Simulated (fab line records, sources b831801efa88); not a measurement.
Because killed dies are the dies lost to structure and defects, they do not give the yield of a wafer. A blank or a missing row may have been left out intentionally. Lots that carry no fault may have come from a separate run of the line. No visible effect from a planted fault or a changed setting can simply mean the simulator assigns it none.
One fault seen from 2 desks ; flow sky130 ; each desk holds nothing but its own numbers, with what lay behind them at the end

== THE TOOL OWNER'S DESK: rieMetal-03 ==
The tool's own readings at SKY_METAL4_ETCH_16 (etches BARC in N2/H2, stops on SiO2, time 88.2 s, target depth 60 nm): means of the sampled wafers that have a number, for each lot that ran on this tool. A lot is out of limits, marked OUT, if its mean lies more than 4 standard deviations from the usual mean; the brackets give that distance.
Columns: A = drypumpMotorCurrentA at SKY_METAL4_ETCH_16, usual 6.08 A; B = h2FlowSccm at SKY_METAL4_ETCH_16, usual 200.0 sccm; C = oesProductAu at SKY_METAL4_ETCH_16, usual 0.625 a.u.; D = runLengthS at SKY_METAL4_ETCH_16, usual 116.6 s; E = throttleValvePct at SKY_METAL4_ETCH_16, usual 13.205 %
lot;first seen here;A;B;C;D;E
L498;day 41 22:10;6.03;199.2;0.627;116.9;13.202
L503;day 43 08:17;6.20;200.0;0.786 (+35) OUT;94.1 (-43) OUT;13.220
L507;day 44 23:02;5.90;200.2;0.794 (+37) OUT;93.7 (-43) OUT;13.226
This desk's finding: out of limits on L503, L507; first on L503, day 43 08:17 (oesProductAu at SKY_METAL4_ETCH_16). Within limits: L498.

== AT THE METROLOGY DESK ==
What the gauges read for every lot (on any tool): the sampled wafers with a number, averaged. A lot is out of limits, marked OUT, if its mean lies more than 4 standard deviations from the usual mean; the brackets give that distance.
Columns: A = cdNm at SKY_METAL4_CD_MEAS_13, usual 299.7 nm; B = METAL4_OVL at SKY_METAL4_OVL_MEAS_14, usual -2 nm
lot;first seen here;A;B
L496;day 41 16:40;301.8;-1
L498;day 41 21:59;299.1;-8
L503;day 43 08:02;297.7;-5
L502;day 43 11:32;298.4;0
L507;day 44 22:50;298.9;-7
L514;day 47 00:45;296.6;2
This desk's finding: nothing out of limits on any of the 6 lots.

== TAKEN TOGETHER ==
On L503, L507, at day 43 08:17, an alarm was possible from the tool owner's desk.
At the metrology desk, nothing out of limits was observed.
The metrology desk holds a record of L503, L507, inside its limits.
Of the lots named, all ran SKY_METAL4_ETCH_16 on rieMetal-03.

== WHAT THE SIMULATOR PUT IN ==
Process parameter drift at SKY_METAL4_ETCH_16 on rieMetal-03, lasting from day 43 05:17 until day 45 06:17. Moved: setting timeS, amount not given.
Struck lots among those shown: L503, L507.
Time in hours from fault onset to the first out-of-limits reading at each desk: the tool owner's desk, 3.
